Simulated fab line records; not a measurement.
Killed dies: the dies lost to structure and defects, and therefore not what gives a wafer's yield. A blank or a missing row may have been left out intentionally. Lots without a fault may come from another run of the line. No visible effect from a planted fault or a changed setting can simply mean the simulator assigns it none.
Split-lot trial || flow sfqLine || route with 325 steps; 5 lots, 23 wafers read

## ON THE SPLIT
At SFQ_TRILAYER_L0_VIA_LITHO_COAT_018 (resist thk 62 nm), the setting spinRpm was moved away from the recipe's 3000 rpm on 5 of the 23 wafers read, by -4.4% to -2.4%. The other wafers ran this setting at the recipe's value.

The reading comes from the split's own step.

## THE READING
BARC_of_TRILAYER_L0_VIA_LITHO_COAT_018.thkNm (the simulator's own value, which no gauge read), in nm, at SFQ_TRILAYER_L0_VIA_LITHO_COAT_018 (resist thk 62 nm). No usual value for it is given in the file. Across the 18 wafers here that went through the recipe, the average is 62.01 nm and the standard deviation 0.15 nm.

{"wafer": "L074.2", "tool, chamber at the split": "lithoTrack-03, 0", "spinRpm as run, rpm": 2867, "against the recipe": "-4.4%", "BARC_of_TRILAYER_L0_VIA_LITHO_COAT_018.thkNm, nm": 63.32, "against lot-mates on the recipe": "+1.38"}
{"wafer": "L074.3", "tool, chamber at the split": "lithoTrack-03, 0", "spinRpm as run, rpm": 2867, "against the recipe": "-4.4%", "BARC_of_TRILAYER_L0_VIA_LITHO_COAT_018.thkNm, nm": 63.4, "against lot-mates on the recipe": "+1.46"}
{"wafer": "L074.4", "tool, chamber at the split": "lithoTrack-03, 0", "spinRpm as run, rpm": 3000, "against the recipe": "recipe", "BARC_of_TRILAYER_L0_VIA_LITHO_COAT_018.thkNm, nm": 61.95, "against lot-mates on the recipe": "-"}
{"wafer": "L074.5", "tool, chamber at the split": "lithoTrack-03, 0", "spinRpm as run, rpm": 3000, "against the recipe": "recipe", "BARC_of_TRILAYER_L0_VIA_LITHO_COAT_018.thkNm, nm": 61.92, "against lot-mates on the recipe": "-"}
{"wafer": "L074.6", "tool, chamber at the split": "lithoTrack-03, 0", "spinRpm as run, rpm": 2867, "against the recipe": "-4.4%", "BARC_of_TRILAYER_L0_VIA_LITHO_COAT_018.thkNm, nm": 63.53, "against lot-mates on the recipe": "+1.59"}
{"wafer": "L076.1", "tool, chamber at the split": "lithoTrack-01, 0", "spinRpm as run, rpm": 3000, "against the recipe": "recipe", "BARC_of_TRILAYER_L0_VIA_LITHO_COAT_018.thkNm, nm": 62.1, "against lot-mates on the recipe": "-"}
{"wafer": "L076.2", "tool, chamber at the split": "lithoTrack-01, 0", "spinRpm as run, rpm": 3000, "against the recipe": "recipe", "BARC_of_TRILAYER_L0_VIA_LITHO_COAT_018.thkNm, nm": 62.1, "against lot-mates on the recipe": "-"}
{"wafer": "L076.3", "tool, chamber at the split": "lithoTrack-01, 0", "spinRpm as run, rpm": 3000, "against the recipe": "recipe", "BARC_of_TRILAYER_L0_VIA_LITHO_COAT_018.thkNm, nm": 62.14, "against lot-mates on the recipe": "-"}
{"wafer": "L076.5", "tool, chamber at the split": "lithoTrack-01, 0", "spinRpm as run, rpm": 3000, "against the recipe": "recipe", "BARC_of_TRILAYER_L0_VIA_LITHO_COAT_018.thkNm, nm": 62.06, "against lot-mates on the recipe": "-"}
{"wafer": "L076.6", "tool, chamber at the split": "lithoTrack-01, 0", "spinRpm as run, rpm": 3000, "against the recipe": "recipe", "BARC_of_TRILAYER_L0_VIA_LITHO_COAT_018.thkNm, nm": 62.21, "against lot-mates on the recipe": "-"}
{"wafer": "L077.4", "tool, chamber at the split": "lithoTrack-01, 0", "spinRpm as run, rpm": 3000, "against the recipe": "recipe", "BARC_of_TRILAYER_L0_VIA_LITHO_COAT_018.thkNm, nm": 62.12, "against lot-mates on the recipe": "-"}
{"wafer": "L077.5", "tool, chamber at the split": "lithoTrack-01, 0", "spinRpm as run, rpm": 3000, "against the recipe": "recipe", "BARC_of_TRILAYER_L0_VIA_LITHO_COAT_018.thkNm, nm": 61.97, "against lot-mates on the recipe": "-"}
{"wafer": "L077.6", "tool, chamber at the split": "lithoTrack-01, 0", "spinRpm as run, rpm": 3000, "against the recipe": "recipe", "BARC_of_TRILAYER_L0_VIA_LITHO_COAT_018.thkNm, nm": 62.35, "against lot-mates on the recipe": "-"}
{"wafer": "L078.1", "tool, chamber at the split": "lithoTrack-02, 0", "spinRpm as run, rpm": 3000, "against the recipe": "recipe", "BARC_of_TRILAYER_L0_VIA_LITHO_COAT_018.thkNm, nm": 61.74, "against lot-mates on the recipe": "-"}
{"wafer": "L078.2", "tool, chamber at the split": "lithoTrack-02, 0", "spinRpm as run, rpm": 3000, "against the recipe": "recipe", "BARC_of_TRILAYER_L0_VIA_LITHO_COAT_018.thkNm, nm": 61.84, "against lot-mates on the recipe": "-"}
{"wafer": "L078.3", "tool, chamber at the split": "lithoTrack-02, 0", "spinRpm as run, rpm": 3000, "against the recipe": "recipe", "BARC_of_TRILAYER_L0_VIA_LITHO_COAT_018.thkNm, nm": 61.75, "against lot-mates on the recipe": "-"}
{"wafer": "L078.5", "tool, chamber at the split": "lithoTrack-02, 0", "spinRpm as run, rpm": 3000, "against the recipe": "recipe", "BARC_of_TRILAYER_L0_VIA_LITHO_COAT_018.thkNm, nm": 61.89, "against lot-mates on the recipe": "-"}
{"wafer": "L078.6", "tool, chamber at the split": "lithoTrack-02, 0", "spinRpm as run, rpm": 3000, "against the recipe": "recipe", "BARC_of_TRILAYER_L0_VIA_LITHO_COAT_018.thkNm, nm": 61.92, "against lot-mates on the recipe": "-"}
{"wafer": "L079.1", "tool, chamber at the split": "lithoTrack-03, 0", "spinRpm as run, rpm": 3000, "against the recipe": "recipe", "BARC_of_TRILAYER_L0_VIA_LITHO_COAT_018.thkNm, nm": 62.13, "against lot-mates on the recipe": "-"}
{"wafer": "L079.2", "tool, chamber at the split": "lithoTrack-03, 0", "spinRpm as run, rpm": 3000, "against the recipe": "recipe", "BARC_of_TRILAYER_L0_VIA_LITHO_COAT_018.thkNm, nm": 61.98, "against lot-mates on the recipe": "-"}
{"wafer": "L079.3", "tool, chamber at the split": "lithoTrack-03, 0", "spinRpm as run, rpm": 2927, "against the recipe": "-2.4%", "BARC_of_TRILAYER_L0_VIA_LITHO_COAT_018.thkNm, nm": 62.79, "against lot-mates on the recipe": "+0.73"}
{"wafer": "L079.4", "tool, chamber at the split": "lithoTrack-03, 0", "spinRpm as run, rpm": 3000, "against the recipe": "recipe", "BARC_of_TRILAYER_L0_VIA_LITHO_COAT_018.thkNm, nm": 62.06, "against lot-mates on the recipe": "-"}
{"wafer": "L079.5", "tool, chamber at the split": "lithoTrack-03, 0", "spinRpm as run, rpm": 2927, "against the recipe": "-2.4%", "BARC_of_TRILAYER_L0_VIA_LITHO_COAT_018.thkNm, nm": 62.71, "against lot-mates on the recipe": "+0.65"}

THE FIT
A straight line over all 23 wafers: BARC_of_TRILAYER_L0_VIA_LITHO_COAT_018.thkNm changes by -0.315 nm for each +1% of spinRpm; r = -0.96; the points scatter about the line by 0.15 nm.
The same after taking each lot's own level away (the mean of its wafers on the recipe; 23 wafers): -0.327 nm for each +1%; r = -0.99; scatter 0.091 nm.
On that fit, the largest move of spinRpm shifts the reading by 1.5 nm.
The span of the lots' own levels, 61.828 to 62.147 nm, comes to 2.1 times the standard deviation stated above.
Hence the lot-to-lot level has little effect on the slope; both slopes agree.
Check: +1.47 nm against its lot-mates is what the line predicts for one of the wafers moved furthest among these (-4.4%) when that wafer is left out of the fit. Against them it came out at +1.38 nm.

## OTHER SPLITS ON THESE WAFERS
Note: prior to the reading, these wafers also went through further splits. Each is held against what the fit with the lots' levels taken away leaves over:
{"other split on the same wafers": "SFQ_TRILAYER_INCOMING_OXIDATION_002 tempC", "wafers away from the commonest value": 13, "r with BARC_of_TRILAYER_L0_VIA_LITHO_COAT_018.thkNm (lot level and that fit taken away)": -0.06}
{"other split on the same wafers": "SFQ_TRILAYER_L0_LITHO_COAT_010 resistThkNm", "wafers away from the commonest value": 9, "r with BARC_of_TRILAYER_L0_VIA_LITHO_COAT_018.thkNm (lot level and that fit taken away)": "+0.05"}
{"other split on the same wafers": "SFQ_TRILAYER_L0_BARC_OPEN_METAL_ETCH_010 biasW", "wafers away from the commonest value": 5, "r with BARC_of_TRILAYER_L0_VIA_LITHO_COAT_018.thkNm (lot level and that fit taken away)": "+0.03"}

## THE FILE'S OWN FIT
BARC_of_TRILAYER_L0_VIA_LITHO_COAT_018.thkNm changes by -0.323 nm for each +1% of spinRpm, r = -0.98.
